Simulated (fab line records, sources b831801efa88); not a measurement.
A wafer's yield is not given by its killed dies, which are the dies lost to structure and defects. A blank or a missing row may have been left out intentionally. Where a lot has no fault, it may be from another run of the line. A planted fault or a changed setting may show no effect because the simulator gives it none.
Which tool was responsible? / flow gf180mcu / 40 wafers from 14 lots sampled at 4 of the route's 602 steps

== WHAT THE GAUGES SHOWED, per wafer ==
GF_LVPWELL_TW_MEAS_11.
lot=L467; measured=day 3 20:47; on=film-metro-02; LVPWELL_TW=558 558 558
lot=L468; measured=day 4 02:07; on=film-metro-04; LVPWELL_TW=552 550 550
lot=L469; measured=day 4 08:46; on=film-metro-03; LVPWELL_TW=554 551 555
lot=L470; measured=day 4 14:14; on=film-metro-03; LVPWELL_TW=556 558 552
lot=L471; measured=day 4 20:17; on=film-metro-02; LVPWELL_TW=562 558 561
lot=L473; measured=day 5 09:03; on=film-metro-02; LVPWELL_TW=564 560 561
lot=L474; measured=day 5 14:14; on=film-metro-03; LVPWELL_TW=554 553 557
lot=L475; measured=day 5 20:19; on=film-metro-02; LVPWELL_TW=562 561 559
lot=L477; measured=day 6 06:40; on=film-metro-04; LVPWELL_TW=548 549 548
lot=L482; measured=day 7 14:12; on=film-metro-03; LVPWELL_TW=554 554
lot=L483; measured=day 7 14:53; on=film-metro-03; LVPWELL_TW=554 552
lot=L485; measured=day 8 04:26; on=film-metro-04; LVPWELL_TW=552 548 550
lot=L489; measured=day 9 00:56; on=film-metro-02; LVPWELL_TW=556 556 555
lot=L490; measured=day 9 06:00; on=film-metro-03; LVPWELL_TW=561 561 559

GF_VT_IMPLANT_TW_MEAS_10.
lot=L467; measured=day 5 14:02; on=film-metro-02; VT_IMPLANT_TW=564 565 566
lot=L468; measured=day 5 20:31; on=film-metro-03; VT_IMPLANT_TW=557 558 558
lot=L469; measured=day 6 04:47; on=film-metro-03; VT_IMPLANT_TW=560 560 560
lot=L470; measured=day 6 11:50; on=film-metro-03; VT_IMPLANT_TW=559 559 561
lot=L471; measured=day 6 17:23; on=film-metro-02; VT_IMPLANT_TW=562 566 565
lot=L473; measured=day 7 05:39; on=film-metro-01; VT_IMPLANT_TW=569 568 573
lot=L474; measured=day 7 13:17; on=film-metro-03; VT_IMPLANT_TW=556 558 557
lot=L475; measured=day 7 19:47; on=film-metro-01; VT_IMPLANT_TW=567 568 567
lot=L477; measured=day 8 07:05; on=film-metro-01; VT_IMPLANT_TW=567 572 570
lot=L482; measured=day 9 15:42; on=film-metro-03; VT_IMPLANT_TW=563 562
lot=L483; measured=day 9 18:11; on=film-metro-03; VT_IMPLANT_TW=563 562
lot=L485; measured=day 10 08:14; on=film-metro-03; VT_IMPLANT_TW=562 564 561
lot=L489; measured=day 11 06:20; on=film-metro-01; VT_IMPLANT_TW=567 569 572
lot=L490; measured=day 11 13:00; on=film-metro-01; VT_IMPLANT_TW=570 568 570

GF_HV_LDD_TW_MEAS_11.
lot=L467; measured=day 10 00:10; on=film-metro-03; HV_LDD_TW=2409 2413 2419
lot=L468; measured=day 10 09:55; on=film-metro-04; HV_LDD_TW=2371 2365 2367
lot=L469; measured=day 10 19:04; on=film-metro-04; HV_LDD_TW=2369 2363 2381
lot=L470; measured=day 11 02:41; on=film-metro-04; HV_LDD_TW=2383 2373 2377
lot=L471; measured=day 11 13:56; on=film-metro-04; HV_LDD_TW=2379 2355 2360
lot=L473; measured=day 11 22:20; on=film-metro-03; HV_LDD_TW=2405 2394 2415
lot=L474; measured=day 12 04:50; on=film-metro-04; HV_LDD_TW=2373 2367 2373
lot=L475; measured=day 12 15:38; on=film-metro-02; HV_LDD_TW=2414 2426 2415
lot=L477; measured=day 13 02:35; on=film-metro-04; HV_LDD_TW=2368 2362 2364
lot=L482; measured=day 14 19:41; on=film-metro-02; HV_LDD_TW=2415 2430
lot=L483; measured=day 14 21:34; on=film-metro-03; HV_LDD_TW=2409 2403
lot=L485; measured=day 15 16:39; on=film-metro-02; HV_LDD_TW=2429 2417 2416
lot=L489; measured=day 16 21:23; on=film-metro-03; HV_LDD_TW=2403 2401 2399
lot=L490; measured=day 17 04:10; on=film-metro-04; HV_LDD_TW=2386 2388 2391

== WHICH TOOL RAN EACH LOT (tool, then ch and the chambers of the sampled wafers, then the start) ==
lot=L467; GF_POLY_GATE_ETCH_13=rie-si-01 ch 1,2,3, day 9 03:55
lot=L468; GF_POLY_GATE_ETCH_13=rie-si-02 ch 0,1, day 9 14:34
lot=L469; GF_POLY_GATE_ETCH_13=rie-si-01 ch 0,3, day 9 22:34
lot=L470; GF_POLY_GATE_ETCH_13=rie-si-02 ch 0,3, day 10 06:40
lot=L471; GF_POLY_GATE_ETCH_13=rie-si-01 ch 0,1, day 10 16:34
lot=L473; GF_POLY_GATE_ETCH_13=rie-si-02 ch 0,3, day 11 00:11
lot=L474; GF_POLY_GATE_ETCH_13=rie-si-01 ch 1,2,3, day 11 08:26
lot=L475; GF_POLY_GATE_ETCH_13=rie-si-01 ch 0,2,3, day 11 17:58
lot=L477; GF_POLY_GATE_ETCH_13=rie-si-02 ch 0,1,2, day 12 05:52
lot=L482; GF_POLY_GATE_ETCH_13=rie-si-02 ch 0,3, day 13 19:37
lot=L483; GF_POLY_GATE_ETCH_13=rie-si-02 ch 2,3, day 13 22:04
lot=L485; GF_POLY_GATE_ETCH_13=rie-si-01 ch 0,1,3, day 14 15:43
lot=L489; GF_POLY_GATE_ETCH_13=rie-si-01 ch 0,2,3, day 15 20:37
lot=L490; GF_POLY_GATE_ETCH_13=rie-si-01 ch 1,2,3, day 16 03:05
- GF_POLY_GATE_ETCH_13: etches poly-Si in HBr/Cl2, stops on SiO2, target depth 198.5 nm, time 69.6 s.

== AS READ BY THE TOOLS THEMSELVES (means over the sampled wafers that have a number; for cases with no such wafer, the mark the record gives instead) ==
GF_POLY_GATE_ETCH_13.
lot=L467; tool=rie-si-01; bias-w (W)=100.16; drypump-motor-current-A (A)=5.7; oes-product-au (a.u.)=0.985; run-length-s (s)=98.3; throttle-valve-pct (%)=33.687
lot=L468; tool=rie-si-02; bias-w (W)=100.20; drypump-motor-current-A (A)=5.6; oes-product-au (a.u.)=1.000; run-length-s (s)=97.9; throttle-valve-pct (%)=33.693
lot=L469; tool=rie-si-01; bias-w (W)=100.02; drypump-motor-current-A (A)=5.9; oes-product-au (a.u.)=0.990; run-length-s (s)=98.1; throttle-valve-pct (%)=33.687
lot=L470; tool=rie-si-02; bias-w (W)=100.02; drypump-motor-current-A (A)=5.4; oes-product-au (a.u.)=0.984; run-length-s (s)=97.7; throttle-valve-pct (%)=33.682
lot=L471; tool=rie-si-01; bias-w (W)=100.06; drypump-motor-current-A (A)=5.8; oes-product-au (a.u.)=0.988; run-length-s (s)=97.8; throttle-valve-pct (%)=33.682
lot=L473; tool=rie-si-02; bias-w (W)=100.24; drypump-motor-current-A (A)=5.4; oes-product-au (a.u.)=0.982; run-length-s (s)=97.4; throttle-valve-pct (%)=33.687
lot=L474; tool=rie-si-01; bias-w (W)=99.92; drypump-motor-current-A (A)=5.6; oes-product-au (a.u.)=0.994; run-length-s (s)=98.0; throttle-valve-pct (%)=33.682
lot=L475; tool=rie-si-01; bias-w (W)=99.64; drypump-motor-current-A (A)=5.7; oes-product-au (a.u.)=0.984; run-length-s (s)=97.7; throttle-valve-pct (%)=33.683
lot=L477; tool=rie-si-02; bias-w (W)=99.94; drypump-motor-current-A (A)=5.4; oes-product-au (a.u.)=0.994; run-length-s (s)=97.9; throttle-valve-pct (%)=33.679
lot=L482; tool=rie-si-02; bias-w (W)=99.91; drypump-motor-current-A (A)=5.6; oes-product-au (a.u.)=0.981; run-length-s (s)=99.4; throttle-valve-pct (%)=33.685
lot=L483; tool=rie-si-02; bias-w (W)=100.26; drypump-motor-current-A (A)=4.9; oes-product-au (a.u.)=0.987; run-length-s (s)=99.2; throttle-valve-pct (%)=33.683
lot=L485; tool=rie-si-01; bias-w (W)=100.16; drypump-motor-current-A (A)=5.8; oes-product-au (a.u.)=0.996; run-length-s (s)=98.1; throttle-valve-pct (%)=33.694
lot=L489; tool=rie-si-01; bias-w (W)=99.86; drypump-motor-current-A (A)=5.7; oes-product-au (a.u.)=0.988; run-length-s (s)=97.9; throttle-valve-pct (%)=33.693
lot=L490; tool=rie-si-01; bias-w (W)=99.95; drypump-motor-current-A (A)=5.6; oes-product-au (a.u.)=0.993; run-length-s (s)=98.2; throttle-valve-pct (%)=33.677

== THE ANSWER, worked out from the rows above alone ==
Rule: what is usual is taken from the lots themselves. Put in order of their means at a reading, lots are off if they are a third of the lots or fewer, leave a main group of 4 or more, and stand apart from it by a gap of 3 or more times the standard deviation of the main group's means; of several such gaps the widest counts. Not used: any main group whose means are identical at the precision the tables above print for the reading. A lot without any number at a reading at which 4 lots or more have one is off too. Any other lot the step has rows for is counted as sound. First the gauges in route order, then the tools' own readings, where a lot's mean is used as printed above. The first step at which some lot is off is used, and at that step the reading that is off furthest; a lot without a number counts as furthest.
Off: L482, L483 (GF_POLY_GATE_ETCH_13, run-length-s). Mean 97.9 s and standard deviation 0.24 in the main group.
A tool fits if, at that step or a process step before it, it ran every lot that is off, and no sound lot after the first of them. One candidate fits, namely rie-si-02 at GF_POLY_GATE_ETCH_13. A fault onset in the window from L477 (day 12 05:52, its last sound lot) to L482 (day 13 19:37, its first lot off) fits.
On the lots that are off, the tool's own readings at GF_POLY_GATE_ETCH_13 differ by more than 5 times the standard deviation of the sound lots' means, which bears it out; run-length-s reads 99.3 s there versus 97.9 s on the sound lots.

== WHAT THE SIMULATOR HAD INSERTED ==
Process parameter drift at GF_POLY_GATE_ETCH_13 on rie-si-02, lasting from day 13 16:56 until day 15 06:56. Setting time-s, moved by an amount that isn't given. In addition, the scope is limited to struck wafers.
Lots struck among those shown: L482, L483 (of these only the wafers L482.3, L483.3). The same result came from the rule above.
